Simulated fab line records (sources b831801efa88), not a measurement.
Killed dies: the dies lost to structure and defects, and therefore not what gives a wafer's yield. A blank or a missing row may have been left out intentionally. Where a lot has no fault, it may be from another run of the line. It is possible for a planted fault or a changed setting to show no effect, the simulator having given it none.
A lot that was struck, set against a sound lot	flow gf180mcu	28 steps out of a route of 602
Sound: the wafers L784.1, L784.4, L784.5. Struck: wafers L781.3, L781.4, L781.6. The cause comes at the end.
Order at every step that has rows: each side's tool, ch and its chambers, its first start. Under that, the readings that differ: sound wafers	struck wafers	difference of the means	sigmas: that difference in standard deviations of wafers without a fault.
alike: words and numbers the same on both sides, and readings whose means are apart by under 2 such deviations; not compared: readings that were withheld, readings missing a value for some wafer, numbers with overlapping values and no deviation given by the record, and bounds like >300 which may hide the same value.
A row with sigmas, a row that says differs or no value, or rows on one side alone: a step with any of these is where the two part. Numbers that have no deviation but don't overlap get no sigmas and don't part them. Lack of a reading on every wafer of one side parts them only where that side has two or more wafers.

first, 6 steps without rows for these wafers: GF_HV_LDD_HMDS_25 (prime time 60 s); GF_HV_LDD_COAT_26 (resist thk 1000 nm); GF_HV_LDD_SOFTBAKE_27 (time 60 s); GF_HV_LDD_EXPOSE_28 (exposes mask Nplus HV AREA, target cd 400 nm); GF_HV_LDD_PEB_29; GF_HV_LDD_DEVELOP_30 (develop time 60 s).
GF_HV_LDD_CD_MEAS_31: target cd 400 nm.
  sound on cd sem-02, day 17 10:20; struck on cd sem-02, day 16 11:13
  alike: cd nm
GF_HV_LDD_OVL_MEAS_32:
  sound on overlay-01, day 17 10:28; struck on overlay-02, day 16 11:19
  alike: HV_LDD_02_OVL
then, 4 steps without rows for these wafers: GF_HV_LDD_IMPLANT_33; GF_HV_LDD_IMPLANT_34; GF_HV_LDD_IMPLANT_35; GF_HV_LDD_IMPLANT_36.
GF_HV_LDD_STRIP_37: strips in O2/N2.
  sound on plasma asher-03 ch 0,1, day 17 11:06; struck on plasma asher-03 ch 0,1, day 16 11:58
  no value came back on the struck wafers for any of 5 readings (chamber pressure mTorr (mTorr), drypump motor current A (A) and others); on the sound wafers chamber pressure mTorr (mTorr) reads 1501.7 1500.3 1499.1
reading	sound	struck	difference	sigmas
model.NOVOLAK_of_HV_LDD_COAT_26.thk nm (nm)	0 0 0	996.6 995.1 996	+995.9	
  not compared: rf hours counter h
GF_HV_LDD_TW_MEAS_38:
  sound on film metro-04, day 17 11:12; struck on film metro-02, day 16 12:03
  alike: HV_LDD_3_TW
then, 7 steps without rows for these wafers: GF_HV_LDD_DEHYDRATE_39 (time 60 s); GF_HV_LDD_HMDS_40 (prime time 60 s); GF_HV_LDD_COAT_41 (resist thk 1000 nm); GF_HV_LDD_SOFTBAKE_42 (time 60 s); GF_HV_LDD_EXPOSE_43 (exposes mask Pplus HV AREA, target cd 400 nm); GF_HV_LDD_PEB_44; GF_HV_LDD_DEVELOP_45 (develop time 60.83 s).
GF_HV_LDD_CD_MEAS_46: target cd 400 nm.
  sound on cd sem-01, day 18 09:38; struck on cd sem-02, day 17 10:34
  alike: cd nm
GF_HV_LDD_OVL_MEAS_47:
  sound on overlay-02, day 18 09:45; struck on overlay-01, day 17 10:40
  alike: HV_LDD_03_OVL
after that, 1 step had no rows for these wafers: GF_HV_LDD_IMPLANT_48.
GF_HV_LDD_STRIP_49: strips in O2/N2.
  sound on plasma asher-03 ch 0,1, day 18 09:56; struck on plasma asher-02 ch 0,1, day 17 10:52
reading	sound	struck	difference	sigmas
strip time to endpoint s (s)	12.65 12.65 12.69	27.54 27.51 27.49	+14.85	+99 or more
  alike: chamber pressure mTorr, drypump motor current A, heater power w, oes product au
  not compared: rf hours counter h
GF_HV_LDD_TW_MEAS_50:
  sound on film metro-01, day 18 10:02; struck on film metro-01, day 17 10:57
reading	sound	struck	difference	sigmas
HV_LDD_4_TW	559 561 562	30 30 30	-531	-99 or more
then, 1 step without rows for these wafers: GF_HV_LDD_CLEAN_51 (cleans in SC1/SC2, time 150 s).
-- record jumps: 16 days separate the struck wafers' starts on either side; left off in module HV_LDD, taken up again in module PASSIVATION, whose first shown step is the route's number 602 --
GF_PASSIVATION_PROBE_99:
  record: rows for the struck wafers here (prober-01, day 33 07:29), none for the sound ones

WHERE THEY PART
Last at GF_PASSIVATION_PROBE_99 as far as this record goes, first at GF_HV_LDD_STRIP_37.

WHY: what had been put in by the simulator
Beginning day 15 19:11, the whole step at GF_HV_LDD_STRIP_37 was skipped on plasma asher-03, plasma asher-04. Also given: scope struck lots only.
